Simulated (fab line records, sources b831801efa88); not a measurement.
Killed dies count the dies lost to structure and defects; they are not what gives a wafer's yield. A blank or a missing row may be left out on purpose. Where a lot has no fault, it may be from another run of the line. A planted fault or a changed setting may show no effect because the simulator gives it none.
A struck lot beside a sound one	flow sky130	44 steps out of a route of 708
Sound: the wafers L494.3, L494.4, L494.5. The struck wafers were L510.2, L510.3, L510.6. The cause is given at the end.
For every step that has rows: the tool of each side, followed by ch and its chambers, followed by its first start. Under that, the readings that differ: sound wafers	struck wafers	difference of the means	sigmas: that difference in standard deviations of wafers without a fault.
alike: a reading whose means differ by less than 2 such deviations, as well as words and numbers matching on both sides. not compared: withheld readings; readings where some wafer has no value; bounds like >300 that might hide an equal value; numbers whose values overlap and for which the record gives no deviation.
Wherever a step has rows on one side only, a row that says differs or no value, or a row with sigmas, the two part there. Numbers that don't overlap but have no deviation are shown without sigmas and don't part them. A reading missing from all wafers of one side parts the sides only when that side holds two or more wafers.

first, 3 steps without rows for these wafers: SKY_FIELD_ISO_CLEAN_20 (cleans in dHF, time 20 s); SKY_FIELD_ISO_WET_ETCH_21 (etches SiO2 in dHF, target depth 20 nm, time 400 s); SKY_FIELD_ISO_OXIDATION_22 (stabilise 600 s, purge 300 s, target thk 10 nm).
SKY_FIELD_ISO_THK_MEAS_23:
  sound on film metro-01 at day 2 11:28; struck on film metro-04 at day 6 00:41
  alike: FIELD_ISO_OXIDATION_01_THK
then, 1 step without rows for these wafers: SKY_FIELD_ISO_CVD_24 (deposits SiO2, target thk 595 nm, time 99.2 s).
SKY_FIELD_ISO_THK_MEAS_25:
  sound on film metro-04 at day 2 11:36; struck on film metro-02 at day 6 00:49
  alike: FIELD_ISO_CVD_24_THK
then, 1 step without rows for these wafers: SKY_FIELD_ISO_ANNEAL_26 (time 1800 s).
SKY_FIELD_ISO_CMP_27: polishes, stops on Si3N4, t overpolish 16 s, target thk 457.8 nm.
  sound on cmp-02 ch 0,1, day 2 14:08; struck on cmp-02 ch 1,2, day 6 02:34
  alike: motor current A, overpolish run s, time to endpoint s
then, 4 steps without rows for these wafers: SKY_FIELD_ISO_WET_ETCH_28 (etches SiO2 in dHF, target depth 23.7 nm, time 46.19 s); SKY_FIELD_ISO_WET_ETCH_29 (etches Si3N4 in H3PO4, target depth 160 nm, time 1825 s); SKY_FIELD_ISO_WET_ETCH_30 (etches SiO2 in dHF, target depth 25 nm, time 50 s); SKY_NWELL_CLEAN_00 (cleans in SC1/SC2, time 150 s).
SKY_NWELL_OXIDATION_01: stabilise 600 s, purge 300 s, target thk 10 nm.
  sound on furnace-01 ch 0, day 2 15:59; struck on furnace-02 ch 0, day 6 03:34
reading	sound	struck	difference	sigmas
spike tc bottom C (C)	916.2 918.2 915.0	932.7 935.6 932.3	+17.1	+7
spike tc centre C (C)	901.8 900.0 901.6	922.8 923.2 923.4	+22.0	+18
spike tc lower C (C)	901.2 900.0 902.5	923.1 920.7 922.0	+20.7	+21
spike tc top C (C)	912.2 911.7 911.5	927.7 929.2 929.3	+16.9	+6
spike tc upper C (C)	899.3 899.9 902.7	917.4 919.8 917.6	+17.6	+11
tube center temp C (C)	899.96 900.03 900.02	920.43 920.32 920.23	+20.32	+99 or more
tube_center_temp_C_max	902.6 901.9 902.5	922.6 922.2 922.5	+20.1	+61
model.SiO2_of_NWELL_OXIDATION_01.thk nm (nm)	9.93 10.08 9.945	12.34 12.19 12.29	+2.29	
SKY_NWELL_THK_MEAS_02:
  sound on film metro-01 at day 2 17:24; struck on film metro-02 at day 6 04:58
reading	sound	struck	difference	sigmas
NWELL_OXIDATION_THK (nm)	9.90 10.15 10.01	12.30 12.20 12.30	+2.25	+15
then, 8 steps without rows for these wafers: SKY_DNWELL_DEHYDRATE_00 (time 60 s); SKY_DNWELL_HMDS_01 (prime time 60 s); SKY_DNWELL_COAT_02 (resist thk 3000 nm); SKY_DNWELL_SOFTBAKE_03; SKY_DNWELL_EXPOSE_04 (exposes mask DNM, target cd 3000 nm); SKY_DNWELL_PEB_05; SKY_DNWELL_DEVELOP_06 (develop time 60 s); SKY_DNWELL_IMPLANT_07.
SKY_DNWELL_STRIP_08: strips in O2/N2.
  sound on plasma asher-03 ch 0,1, day 3 08:58; struck on plasma asher-03 ch 0,1, day 7 01:17
  alike: drypump motor current A, o2 flow sccm, oes product au, strip time to endpoint s
  not compared: rf hours counter h
SKY_DNWELL_TW_MEAS_09:
  sound on film metro-02 at day 3 09:04; struck on film metro-01 at day 7 01:23
  alike: DNWELL_TW
then, 7 steps without rows for these wafers: SKY_PWDE_DEHYDRATE_00 (time 60 s); SKY_PWDE_HMDS_01 (prime time 60 s); SKY_PWDE_COAT_02 (resist thk 3000 nm); SKY_PWDE_SOFTBAKE_03; SKY_PWDE_EXPOSE_04 (exposes mask PWDEM, target cd 840 nm); SKY_PWDE_PEB_05; SKY_PWDE_DEVELOP_06 (develop time 60 s).
SKY_PWDE_OVL_MEAS_07:
  sound on overlay-02 at day 4 01:20; struck on overlay-01 at day 7 21:38
  alike: PWDE_OVL
then, 1 step without rows for these wafers: SKY_PWDE_IMPLANT_08.
SKY_PWDE_STRIP_09: strips in O2/N2.
  sound on plasma asher-03 ch 0,1, day 4 01:32; struck on plasma asher-02 ch 0,1, day 7 21:49
  alike: drypump motor current A, o2 flow sccm, oes product au, strip time to endpoint s
  not compared: rf hours counter h
SKY_PWDE_TW_MEAS_10:
  sound on film metro-03 at day 4 01:37; struck on film metro-02 at day 7 21:56
reading	sound	struck	difference	sigmas
PWDE_TW	366.0 366.8 365.2	373.9 372.4 372.7	+7.0	+3
then, 7 steps without rows for these wafers: SKY_NWELL_DEHYDRATE_03 (time 60 s); SKY_NWELL_HMDS_04 (prime time 60 s); SKY_NWELL_COAT_05 (resist thk 3000 nm); SKY_NWELL_SOFTBAKE_06; SKY_NWELL_EXPOSE_07 (exposes mask NWM, target cd 840 nm); SKY_NWELL_PEB_08; SKY_NWELL_DEVELOP_09 (develop time 60 s).
-- the record jumps here: 11 days lie between the struck wafers' starts before and after (it left off in module NWELL and takes up again in module SONOS_ONO, whose first step shown is number 183 of the route) --
SKY_SONOS_ONO_ETCH_15: etches the open film in CHF3/O2, target depth 19.52 nm, time 7.8 s.
  sound on rie diel-04 ch 0,1, day 13 02:19; struck on rie diel-03 ch 0,2, day 18 14:56
reading	sound	struck	difference	sigmas
model.SiO2_of_NWELL_OXIDATION_01.thk nm (nm)	5.502 5.478 5.329	7.895 7.685 7.774	+2.348	
  alike: drypump motor current A, oes product au, throttle valve pct
  not compared: rf hours counter h
-- record jumps: 31 days separate the struck wafers' starts on either side; left off in module SONOS_ONO, taken up again in module PAD_OPEN, whose first shown step is the route's number 708 --
SKY_PAD_OPEN_PROBE_99:
  sound on prober-01 at day 46 09:56; struck on prober-01 at day 50 01:48
reading	sound	struck	difference	sigmas
model.etest.pfet g5v0d10v5.vt sat v (V)	-0.6204 -0.636 -0.6101	-0.6406 -0.6399 -0.6403	-0.0181	
model.etest.pfet_01v8_mvt.vt sat v (V)	-0.5854 -0.6027 -0.6044	-0.6566 -0.6499 -0.6555	-0.0565	
model.etest.pfet_16v.vt v (V)	-1.098 -1.104 -1.103	-1.136 -1.133 -1.137	-0.034	
model.etest.pfet_01v8_mvt.vt v (V)	-0.6724 -0.6836 -0.6839	-0.7329 -0.7267 -0.732	-0.0506	
model.etest.pfet_01v8_mvt.vt long v (V)	-0.8742 -0.8814 -0.8802	-0.9308 -0.9317 -0.9346	-0.0538	
model.etest.pfet g5v0d10v5.vt long v (V)	-0.9294 -0.9344 -0.9301	-0.9698 -0.9623 -0.9716	-0.0366	
model.etest.pfet_01v8.vt long v (V)	-1.054 -1.056 -1.058	-1.086 -1.089 -1.091	-0.033	
  alike: killed_at_M0_to_M3, killed_at_M4_up, killed at contacts, killed at front end, killed at other, killed dies, killed open, killed short
  not compared: model.etest.pfet g5v0d10v5.off log10 a um

WHERE THEY PART
Earliest at SKY_NWELL_OXIDATION_01; latest, in this record, at SKY_PWDE_TW_MEAS_10. Later steps at which nothing parts them and some readings are alike: SKY_SONOS_ONO_ETCH_15, SKY_PAD_OPEN_PROBE_99.

WHY: what the simulator had put in
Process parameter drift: furnace-02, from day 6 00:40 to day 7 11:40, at SKY_NWELL_OXIDATION_01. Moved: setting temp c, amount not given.
